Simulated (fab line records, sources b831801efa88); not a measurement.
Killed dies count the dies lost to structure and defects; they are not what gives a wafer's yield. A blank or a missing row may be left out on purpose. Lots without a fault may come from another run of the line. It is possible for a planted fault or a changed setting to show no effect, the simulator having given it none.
fab line records | flow sfq-line
[record] lots = 15 wafers = 45 last-day = 93
route steps=325 shown M5@201
lots with no fault: from the same line, run without faults
start-h: hours from the record's first day to the start of the lot's first wafer shown | wait-h: hours since the lot's step before | " repeats the value in the row above | L1.1+2: a row that stands for several wafers | - either no value or no given start | * or withheld: withheld | < > ~ a bound
route shown NAME@n: NAME is a module with steps in the file, n the number in the route of the first one | usual: the fault-free wafers' mean and standard deviation | same: alike in all rows | chamber/n: place in a boat | sites: the reading at each site | _std_site: their standard deviation | _edge_site: outer sites' mean less inner sites' | radius-mm: how far each site lies from the wafer's centre | mask NAME#n: copy n | behind: the tool/chamber that last shaped the wafer | hold: why the lot was held/for how many hours/how that ended | device: whichever transistor did not switch (one of n, p or np) | end of line: the same wafers' tests at the end of the route | a step given without rows: its recipe and nothing more | killed: dies lost to structure and defects at the first sort, not the wafer's yield | map: the dies of a wafer, with x for killed, . for not killed, _ for no die there
set.NAME: the setting the step ran with; set.NAME@STEP: the setting that earlier step ran with | model.NAME: the simulator's own value behind a step, which no gauge read
a sample of lots followed through the steps of the route, with each step as a table and each wafer as a row
services: when a tool's chamber went out of use (start-h, in hours from the record's first day, below 0 if earlier), for how many hours, and the reason
[[steps]]
[step SFQ_TRILAYER_M5_LITHO_EXPOSE_124]
[recipe] mask-id = M5 na = 0.6 source-shape = conventional sigma-outer = 0.65 target-cd-nm = 700 dose-mj = 14.4
// columns lot.wafer tool chamber start-h wait-h mask
L957.2+5+6 krf-scanner-02 0 1279.62 - M5#0
L958.3+5+6 krf-scanner-02 0 1281.02 - M5#0
L960.2+3+5 krf-scanner-02 0 1284.42 - M5#0
L961.3+5+6 krf-scanner-02 0 1285.82 - M5#0
L963.1+5+6 krf-scanner-01 0 1309.64 - M5#0
L964.2+3+4 krf-scanner-01 0 1313.44 - M5#0
L965.2+5+6 krf-scanner-01 0 1336.24 - M5#0
L966.1+2+4 krf-scanner-02 0 1371.85 - M5#0
L967.3+4+6 krf-scanner-01 0 1385.47 - M5#0
L968.4+5+6 krf-scanner-01 0 1392.87 - M5#0
L969.1+2+5 krf-scanner-01 0 1394.67 - M5#0
L970.2+4+6 krf-scanner-01 0 1405.67 - M5#0
L974.1+2+5 krf-scanner-02 0 1418.80 - M5#0
L977.1+2+3 krf-scanner-02 0 1438.00 - M5#0
L978.1+2+4 krf-scanner-02 0 1452.40 - M5#0
[step SFQ_M5_OVL_MEAS_932]
[usual] M5_OVL = -4/5.8
// columns lot.wafer tool chamber start-h wait-h M5_OVL[nm]
L957.2 overlay-02 - 1280.93 0.1 1
L957.5 " - " " 0
L957.6 " - " " -4
L958.3 overlay-02 - 1282.13 0.1 -12
L958.5 " - " " -12
L958.6 " - " " -8
L960.2 overlay-01 - 1285.73 0.1 -13
L960.3 " - " " -14
L960.5 " - " " -7
L961.3 overlay-02 - 1286.93 0.1 -2
L961.5 " - " " -8
L961.6 " - " " -10
L963.1 overlay-02 - 1311.14 0.1 -2
L963.5 " - " " -2
L963.6 " - " " 0
L964.2 overlay-02 - 1314.74 0.1 1
L964.3 " - " " 1
L964.4 " - " " 1
L965.2 overlay-01 - 1337.54 0.1 2
L965.5 " - " " 3
L965.6 " - " " 2
L966.1 overlay-01 - 1373.35 0.1 4
L966.2 " - " " 10
L966.4 " - " " 6
L967.3 overlay-02 - 1386.58 0.1 -3
L967.4 " - " " -8
L967.6 " - " " -2
L968.4 overlay-02 - 1393.79 0.1 62
L968.5 " - " " 62
L968.6 " - " " 61
L969.1 overlay-02 - 1396.17 0.1 45
L969.2 " - " " 55
L969.5 " - " " 44
L970.2 overlay-02 - 1406.98 0.1 56
L970.4 " - " " 54
L970.6 " - " " 54
L974.1 overlay-02 - 1420.30 0.1 -3
L974.2 " - " " 0
L974.5 " - " " 1
L977.1 overlay-01 - 1439.50 0.1 -5
L977.2 " - " " -2
L977.3 " - " " -9
L978.1 overlay-01 - 1453.90 0.1 5
L978.2 " - " " 3
L978.4 " - " " 1
[[services]]
// columns tool chamber start-h hours kind
krf-scanner-01 - 1256.35 3.6 pm
krf-scanner-02 - 1289.02 1.0 pm
krf-scanner-01 - 1300.82 4.0 pm
krf-scanner-02 - 1306.94 0.8 pm
krf-scanner-01 - 1354.04 1.3 pm
krf-scanner-02 - 1380.35 2.1 repair
krf-scanner-01 - 1384.07 1.0 pm
krf-scanner-02 - 1401.73 1.3 pm
krf-scanner-01 - 1406.67 0.8 pm
[[key]]
[first-sign] step = SFQ_M5_OVL_MEAS_932 reading = M5_OVL direction = up sigmas = 10 usual = -4 struck = 55
effect none on later readings
met-at SFQ_TRILAYER_M5_LITHO_EXPOSE_124
struck-lots L968,L969,L970
[fault] kind = scanner-matching-overlay tool = krf-scanner-01 chamber = - onset-h = 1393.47 steps = SFQ_TRILAYER_M5_LITHO_EXPOSE_124 offset = 59.073
